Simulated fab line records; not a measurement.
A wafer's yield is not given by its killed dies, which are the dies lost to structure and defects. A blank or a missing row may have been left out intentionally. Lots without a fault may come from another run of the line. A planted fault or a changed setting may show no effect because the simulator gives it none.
Chamber matching | flow sky130 | hdpcvd-01 running SKY_VIA2_HDPCVD_00: 3 sister chambers
The step deposits SiO2, target thk 1180 nm, time 196.7 s. 6 wafers are shown with their chamber, then 8 later ones without.

## WAFERS PAIRED WITH THEIR CHAMBERS
wafer  | chamber | run length s (s)
L554.2 | 0       | 224.3
L556.1 | 0       | 224.8
L556.3 | 2       | 225.4
L566.5 | 1       | 224.3
L566.6 | 2       | 225.2
L569.2 | 1       | 224.3

## WAFERS WHOSE CHAMBER IS MISSING
wafer  | run length s (s)
L569.3 | 224.8
L569.6 | 225.5
L570.2 | 224.7
L570.3 | 225.4
L570.6 | 224.9
L572.1 | 225.0
L572.3 | 225.9
L572.5 | 224.4

## THE CHAMBER EACH PASSED THROUGH
wafer  | from the rows above          | in truth
L569.3 | can't be placed: 0 or 1 or 2 | 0
L569.6 | 2                            | 2
L570.2 | can't be placed: 0 or 1      | 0
L570.3 | 2                            | 2
L570.6 | can't be placed: 0 or 2 or 1 | 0
L572.1 | can't be placed: 2 or 0 or 1 | 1
L572.3 | 2                            | 2
L572.5 | can't be placed: 1 or 0      | 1
Correctly placed: 3 of 8. Can't be placed from these rows: 5 (the true chamber is among the candidates in 5). Number placed wrongly: 0.
How it was worked out, from the rows above alone: a wafer's distance from a chamber is the root of the sum, over the readings, of the square of ((its reading less the chamber's mean) divided by the reading's scatter). The wafer belongs to the nearest chamber; if the next one is less than 2 further off, it can't be placed. A chamber's mean is the mean of its shown wafers. The scatter: the root of (the sum of the squares of (reading less its chamber's mean) over the shown wafers, divided by (wafers less chambers)).
